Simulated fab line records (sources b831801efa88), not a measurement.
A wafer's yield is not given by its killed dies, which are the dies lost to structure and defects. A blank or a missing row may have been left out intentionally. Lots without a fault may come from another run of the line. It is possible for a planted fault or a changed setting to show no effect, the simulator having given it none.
fab line records | flow gf180mcu
record lots=14 wafers=42 lastDay=34
route steps=602 shown MVSD@73 MVPSD@88 VT_IMPLANT@105
lots that met no fault: from a run of the same line without faults
startH: hours from the record's first day to the start of the lot's first wafer shown | waitH: hours from the lot's prior step to this one | " same as the row above | L1.1+2: a row that stands for several wafers | - value missing, or start not given | * or withheld: withheld | < > ~ a bound
route shown NAME@n: names a module that has steps shown in the file, with the first one's number in the route | usual: the fault-free wafers' mean and standard deviation | same: alike in all rows | chamber/n: place in a boat | sites: the reading at each site | _std_site: standard deviation of those values | _edge_site: outer sites' mean less inner sites' | radiusMm: how far each site lies from the wafer's centre | mask NAME#n: copy n | behind: tool/chamber where the wafer was last shaped | hold: the reason the lot was held/the length of the hold in hours/how it ended | device: transistor that didn't switch, given as n, p or np | end of line: at the end of the route, the tests of the same wafers | step lacking rows: just its recipe | killed: count of dies lost to structure and defects at first sort (not the wafer's yield) | map: per-die view of a wafer (x killed, . not killed, _ where there is no die)
set.NAME: the setting that was run; set.NAME@STEP: the one run at that earlier step | model.NAME: the simulator's own value behind a step, which no gauge read
one table for each step of the route and one row for each wafer, over a sample of lots
services: from which hour (startH, from the record's first day; less than 0 if before it) a tool's chamber was out of use, for how many hours, and why
## steps
# step GF_MVSD_OVL_MEAS_07
# usual MVSD_OVL=-0.7/1.4
# columns lot.wafer tool chamber startH waitH MVSD_OVL[nm]
L539.2 overlay-01 - 85.62 - -0.3
L539.3 " - " " -1.4
L539.4 " - " " -2.9
L541.1 overlay-01 - 97.42 - -0.4
L541.3 " - " " -0.9
L541.6 " - " " -0.5
L543.1 overlay-02 - 109.32 - -0.4
L543.2 " - " " 0.6
L543.3 " - " " -0.8
L544.3 overlay-01 - 114.23 - 0.7
L544.4 " - " " -1.2
L544.5 " - " " -0.8
L548.1 overlay-02 - 137.77 - -1.8
L548.3 " - " " -0.7
L548.5 " - " " -0.5
L550.4 overlay-01 - 147.79 - -1.7
L550.5 " - " " -0.6
L550.6 " - " " -0.3
L551.1 overlay-01 - 151.14 - -1.6
L551.4 " - " " -1.9
L551.5 " - " " -0.2
L555.2 overlay-02 - 176.42 - -0.8
L555.3 " - " " -2.3
L555.4 " - " " -1.4
L556.2 overlay-01 - 181.32 - -2.9
L556.3 " - " " -3.7
L556.6 " - " " -1.5
L557.1 overlay-01 - 186.17 - 0.4
L557.3 " - " " -2.7
L557.4 " - " " -2.7
L559.1 overlay-02 - 198.02 - -1.3
L559.3 " - " " -1.4
L559.6 " - " " 0.3
L560.3 overlay-02 - 203.03 - -0.7
L560.4 " - " " -1.9
L560.6 " - " " -2.1
L561.2 overlay-02 - 208.17 - -4.0
L561.4 " - " " -1.3
L561.6 " - " " -2.9
L562.3 overlay-01 - 215.76 - 0.6
L562.5 " - " " -1.0
L562.6 " - " " 0.4
# step GF_MVSD_STRIP_10
# recipe chemistry=O2/N2 powerW=1400 pressureMtorr=1500 platenTempC=250 o2FlowSccm=3000 n2FlowSccm=300 overashFraction=0.5
# usual drypumpMotorCurrentA=5.4/0.46 heaterPowerW=322/34 oesProductAu=0.723/0.0046 stripTimeToEndpointS=36.97/0.1
# columns lot.wafer tool chamber startH waitH drypumpMotorCurrentA heaterPowerW oesProductAu rfHoursCounterH stripTimeToEndpointS
L539.2 plasmaAsher-03 0 85.95 0.1 5.2 407 0.720 48 37.00
L539.3 " 1 " " 6.0 299 0.727 - 37.10
L539.4 " 0 " " 5.2 402 0.721 - 37.03
L541.1 plasmaAsher-02 0 97.75 0.1 4.8 329 0.722 29 36.90
L541.3 " 0 " " 4.8 326 0.726 - 36.90
L541.6 " 0 " " 4.8 327 0.728 - 36.87
L543.1 plasmaAsher-02 0 109.65 0.1 4.9 322 0.722 30 36.82
L543.2 " 1 " " 5.8 311 0.725 30 36.78
L543.3 " 0 " " 4.8 319 0.725 - 36.88
L544.3 plasmaAsher-02 0 114.59 0.1 4.8 317 0.721 - 36.96
L544.4 " 1 " " 5.8 303 0.725 - 36.98
L544.5 " 1 " " 5.8 303 0.725 - 37.02
L548.1 plasmaAsher-01 0 138.10 0.1 5.8 303 0.725 2 36.98
L548.3 " 0 " " 5.8 313 0.729 - 36.95
L548.5 " 0 " " 5.8 307 0.722 - 36.95
L550.4 plasmaAsher-01 0 148.14 0.1 5.8 310 0.721 - 37.14
L550.5 " 1 " " 5.1 297 0.724 - 37.06
L550.6 " 0 " " 5.8 304 0.723 - 37.09
L551.1 plasmaAsher-01 0 151.48 0.1 5.8 311 0.721 3 37.08
L551.4 " 1 " " 5.0 295 0.716 - 36.95
L551.5 " 1 " " 5.1 294 0.726 - 36.90
L555.2 plasmaAsher-02 0 176.75 0.1 4.8 317 0.724 36 36.86
L555.3 " 0 " " 4.8 320 0.726 - 36.96
L555.4 " 1 " " 5.8 306 0.732 - 36.91
L556.2 plasmaAsher-02 1 181.65 0.1 5.9 301 0.728 37 36.69
L556.3 " 1 " " 5.8 300 0.716 - 36.78
L556.6 " 0 " " 4.8 325 0.715 - 36.70
L557.1 plasmaAsher-03 1 186.50 0.1 6.0 295 0.720 59 36.90
L557.3 " 0 " " 5.2 399 0.712 - 36.94
L557.4 " 1 " " 6.0 301 0.718 - 36.88
L559.1 plasmaAsher-03 1 198.35 0.1 6.0 306 0.716 61 36.91
L559.3 " 0 " " 5.2 411 0.732 - 36.89
L559.6 " 1 " " 6.0 306 0.726 - 36.93
L560.3 plasmaAsher-02 0 203.39 0.1 4.8 320 0.725 - 37.02
L560.4 " 1 " " 5.8 309 0.724 - 37.13
L560.6 " 0 " " 4.8 325 0.725 - 37.01
L561.2 plasmaAsher-03 1 208.50 0.1 6.0 306 0.732 62 37.10
L561.4 " 1 " " 6.0 306 0.719 - 37.05
L561.6 " 1 " " 6.0 309 0.730 - 36.98
L562.3 plasmaAsher-01 1 216.11 0.1 5.0 301 0.719 - 36.88
L562.5 " 1 " " 5.0 288 0.723 - 36.84
L562.6 " 0 " " 5.8 306 0.721 - 36.85
# step GF_MVPSD_STRIP_10
# recipe chemistry=O2/N2 powerW=1400 pressureMtorr=1500 platenTempC=250 o2FlowSccm=3000 n2FlowSccm=300 overashFraction=0.5
# usual drypumpMotorCurrentA=5.6/0.56 heaterPowerW=324/40 oesProductAu=0.722/0.0045 stripTimeToEndpointS=36.96/0.1
# columns lot.wafer tool chamber startH waitH drypumpMotorCurrentA heaterPowerW oesProductAu rfHoursCounterH stripTimeToEndpointS
L539.2 plasmaAsher-02 0 100.00 0.1 4.8 317 0.717 29 36.89
L539.3 " 0 " " 4.8 318 0.715 - 36.92
L539.4 " 1 " " 5.8 303 0.721 - 36.97
L541.1 plasmaAsher-03 1 112.58 0.1 6.0 298 0.722 51 36.97
L541.3 " 0 " " 5.2 403 0.723 - 36.97
L541.6 " 0 " " 5.1 406 0.724 - 36.90
L543.1 plasmaAsher-02 0 124.63 0.1 4.9 316 0.721 31 37.09
L543.2 " 1 " " 5.8 300 0.725 31 36.98
L543.3 " 1 " " 5.8 296 0.735 - 36.84
L544.3 plasmaAsher-02 0 129.64 0.1 4.9 325 0.722 - 37.08
L544.4 " 1 " " 5.8 306 0.721 - 37.15
L544.5 " 1 " " 5.9 301 0.723 - 37.06
L548.1 plasmaAsher-02 1 154.50 0.1 5.9 312 0.719 34 36.86
L548.3 " 1 " " 5.8 298 0.722 - 36.98
L548.5 " 0 " " 4.8 319 0.731 - 36.98
L550.4 plasmaAsher-03 0 164.14 0.1 5.1 408 0.723 - 36.88
L550.5 " 1 " " 6.0 300 0.723 - 36.97
L550.6 " 0 " " 5.2 404 0.722 - 36.97
L551.1 plasmaAsher-02 1 167.83 0.1 5.8 302 0.723 35 36.99
L551.4 " 1 " " 5.8 311 0.725 - 37.10
L551.5 " 0 " " 4.8 319 0.734 - 37.01
L555.2 plasmaAsher-02 1 193.72 0.1 5.8 308 0.716 38 36.98
L555.3 " 1 " " 5.8 298 0.723 - 36.90
L555.4 " 0 " " 4.8 317 0.724 - 37.10
L556.2 plasmaAsher-02 1 199.05 0.1 5.9 304 0.726 39 36.93
L556.3 " 1 " " 5.8 304 0.725 - 36.90
L556.6 " 0 " " 4.8 319 0.725 - 36.88
L557.1 plasmaAsher-03 1 203.70 0.1 6.0 313 0.717 62 36.87
L557.3 " 0 " " 5.2 408 0.724 - 36.78
L557.4 " 1 " " 6.0 301 0.724 - 36.96
L559.1 plasmaAsher-02 1 216.25 0.1 5.8 300 0.722 41 37.28
L559.3 " 1 " " 5.9 302 0.720 - 37.17
L559.6 " 1 " " 5.8 299 0.720 - 37.12
L560.3 plasmaAsher-04 1 221.44 0.1 5.4 270 0.717 - 36.87
L560.4 " 0 " " 6.6 334 0.719 - 36.73
L560.6 " 1 " " 5.4 275 0.725 - 36.88
L561.2 plasmaAsher-03 0 226.78 0.1 5.2 404 0.719 64 36.78
L561.4 " 0 " " 5.2 402 0.721 - 36.91
L561.6 " 1 " " 6.0 306 0.719 - 36.88
L562.3 plasmaAsher-04 0 233.71 0.1 6.5 330 0.725 - 36.93
L562.5 " 1 " " 5.4 267 0.711 - 36.94
L562.6 " 0 " " 6.5 338 0.711 - 36.92
# step GF_VT_IMPLANT_EXPOSE_15
# recipe maskId=Nwell_LV_AREA targetCdNm=860 na=0.6 sourceShape=conventional sigmaOuter=0.6 doseMj=140
# usual exposureDoseMJCm2=139.97/0.14 focusOffsetNm=0.1/0.5
# columns lot.wafer tool chamber startH waitH mask exposureDoseMJCm2 focusOffsetNm
L539.2 ilineStepper-01 0 122.94 - Nwell_LV_AREA#0 139.84 0.4
L539.3 " 0 " " Nwell_LV_AREA#0 139.73 0.1
L539.4 " 0 " " Nwell_LV_AREA#0 140.03 -0.2
L541.1 ilineStepper-01 0 135.34 - Nwell_LV_AREA#0 140.17 0.4
L541.3 " 0 " " Nwell_LV_AREA#0 140.14 0.1
L541.6 " 0 " " Nwell_LV_AREA#0 140.29 -0.1
L543.1 ilineStepper-02 0 147.74 - Nwell_LV_AREA#0 140.22 -0.4
L543.2 " 0 " " Nwell_LV_AREA#0 139.99 -0.6
L543.3 " 0 " " Nwell_LV_AREA#0 140.03 0.2
L544.3 ilineStepper-01 0 153.33 - Nwell_LV_AREA#0 139.84 -0.3
L544.4 " 0 " " Nwell_LV_AREA#0 139.85 -0.7
L544.5 " 0 " " Nwell_LV_AREA#0 139.66 -0.1
L548.1 ilineStepper-02 0 177.77 - Nwell_LV_AREA#0 139.96 -0.8
L548.3 " 0 " " Nwell_LV_AREA#0 140.00 -0.5
L548.5 " 0 " " Nwell_LV_AREA#0 140.06 -0.3
L550.4 ilineStepper-02 - 188.80 - Nwell_LV_AREA#0 - -
L550.5 " - " " Nwell_LV_AREA#0 - -
L550.6 " - " " Nwell_LV_AREA#0 - -
L551.1 ilineStepper-01 - 192.84 - Nwell_LV_AREA#0 - -
L551.4 " - " " Nwell_LV_AREA#0 - -
L551.5 " - " " Nwell_LV_AREA#0 - -
L555.2 ilineStepper-02 0 219.85 - Nwell_LV_AREA#0 140.08 0.0
L555.3 " 0 " " Nwell_LV_AREA#0 140.02 0.0
L555.4 " 0 " " Nwell_LV_AREA#0 139.93 -0.4
L556.2 ilineStepper-01 0 225.51 - Nwell_LV_AREA#0 139.89 -0.6
L556.3 " 0 " " Nwell_LV_AREA#0 140.04 0.7
L556.6 " 0 " " Nwell_LV_AREA#0 139.94 -0.2
L557.1 ilineStepper-02 0 231.39 - Nwell_LV_AREA#0 140.01 0.0
L557.3 " 0 " " Nwell_LV_AREA#0 140.26 0.3
L557.4 " 0 " " Nwell_LV_AREA#0 139.97 0.5
L559.1 ilineStepper-02 0 242.58 - Nwell_LV_AREA#0 140.01 0.2
L559.3 " 0 " " Nwell_LV_AREA#0 139.92 -0.6
L559.6 " 0 " " Nwell_LV_AREA#0 139.98 0.6
L560.3 ilineStepper-02 0 250.07 - Nwell_LV_AREA#0 139.99 0.6
L560.4 " 0 " " Nwell_LV_AREA#0 139.90 0.2
L560.6 " 0 " " Nwell_LV_AREA#0 140.14 0.5
L561.2 ilineStepper-01 0 255.11 - Nwell_LV_AREA#0 139.95 0.6
L561.4 " 0 " " Nwell_LV_AREA#0 140.10 1.3
L561.6 " 0 " " Nwell_LV_AREA#0 140.03 0.6
L562.3 ilineStepper-01 0 260.45 - Nwell_LV_AREA#0 139.89 -0.6
L562.5 " 0 " " Nwell_LV_AREA#0 140.01 -0.6
L562.6 " 0 " " Nwell_LV_AREA#0 140.10 -0.5
## services
# columns tool chamber startH hours kind
ilineStepper-01 - 78.23 3.1 repair
ilineStepper-01 - 82.02 1.1 repair
plasmaAsher-01 - 84.58 2.3 repair
plasmaAsher-01 - 92.04 2.8 pm
plasmaAsher-01 - 108.85 9.0 pm
plasmaAsher-01 0 108.85 9.0 ventCycle
plasmaAsher-01 1 108.85 9.0 ventCycle
plasmaAsher-04 - 109.15 1.0 repair
plasmaAsher-04 - 109.34 1.2 repair
plasmaAsher-02 - 117.52 1.1 repair
plasmaAsher-01 0 117.85 - clean
plasmaAsher-01 1 117.85 - clean
ilineStepper-02 - 128.35 5.2 repair
ilineStepper-01 0 174.14 - calibration
plasmaAsher-04 - 186.87 14.6 pm
plasmaAsher-03 - 190.70 2.5 repair
plasmaAsher-04 - 210.38 0.9 repair
ilineStepper-02 0 218.01 - calibration
ilineStepper-01 - 255.79 0.5 repair
## key
firstSign step=GF_VT_IMPLANT_EXPOSE_15 reading=toolRecord direction=missing
effect none on later readings
metAt GF_VT_IMPLANT_EXPOSE_15
struckLots L550,L551
laterRowsLeftOut L550.4,L550.5,L550.6,L551.1,L551.4,L551.5
sortLeftOut L550.4,L550.5,L550.6,L551.1,L551.4,L551.5
testerLeftOut L550,L551
notActingAt GF_MVSD_OVL_MEAS_07,GF_MVSD_STRIP_10,GF_MVPSD_STRIP_10
onsetBetween 177.77 188.80
fault kind=skippedStepWhole tool=ilineStepper-01,ilineStepper-02 chamber=- onsetH=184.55 steps=GF_VT_IMPLANT_EXPOSE_15 scope=struckLotsOnly
# testerLeftOut: of these lots the tester's yield and bins aren't shown, on N5 and GAA mostly nor the transistor test; their killed dies are dies lost to structure and defects alone, not to doping, threshold or leakage, so they don't give the yield
# sortLeftOut: the simulated sort isn't trusted on such a fault, so these wafers' sort isn't shown, and their yield isn't known
# laterRowsLeftOut: the simulator's readings of these wafers behind a module that went badly wrong aren't trusted and aren't shown, but for the sort
